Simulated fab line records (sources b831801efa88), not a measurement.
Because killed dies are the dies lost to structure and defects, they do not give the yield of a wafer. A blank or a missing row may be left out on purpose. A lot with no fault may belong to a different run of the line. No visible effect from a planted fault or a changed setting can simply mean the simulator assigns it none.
Matching of chambers | flow sky130 | SKY_VIA2_CMP_24 on cmp-02: 4 sister chambers
The step polishes, stops on SiO2, t overpolish 20 s, target thk 0 nm. 4 wafers are shown with their chamber, then 10 later ones without.

== EACH WAFER AND ITS CHAMBER ==
wafer  | chamber | motorCurrentA (A)
L086.1 | 0       | 9.1
L086.5 | 1       | 10.5
L084.4 | 3       | 11.8
L084.5 | 2       | 11.5

== WAFERS MISSING THEIR CHAMBER ==
wafer  | motorCurrentA (A)
L084.6 | 12.4
L087.1 | 10.5
L087.2 | 11.0
L087.4 | 9.4
L095.1 | 11.0
L095.2 | 11.1
L095.3 | 12.3
L096.2 | 9.5
L096.3 | 12.3
L096.4 | 10.6

== THE CHAMBER EACH PASSED THROUGH ==
wafer  | from the rows above          | in truth
L084.6 | can't be placed: 3 or 2      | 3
L087.1 | 1                            | 1
L087.2 | can't be placed: 1 or 2 or 3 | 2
L087.4 | can't be placed: 0 or 1      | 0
L095.1 | can't be placed: 1 or 2 or 3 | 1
L095.2 | can't be placed: 2 or 1 or 3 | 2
L095.3 | can't be placed: 3 or 2      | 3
L096.2 | can't be placed: 0 or 1      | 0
L096.3 | can't be placed: 3 or 2      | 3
L096.4 | can't be placed: 1 or 2      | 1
Correctly placed: 1 of 10. These rows do not allow placing 9 (true chamber among the candidates in 9). Number placed wrongly: 0.
How it was worked out, from the rows above alone: a wafer's distance from a chamber is the root of the sum, over the readings, of the square of ((its reading less the chamber's mean) divided by the reading's scatter). The wafer belongs to the nearest chamber; if the next one is less than 2 further off, it can't be placed. The mean given for a chamber averages the wafers shown for that chamber. The scatter: root of mean squared gap, hidden wafer to nearest shown wafer, with one shown wafer a chamber.
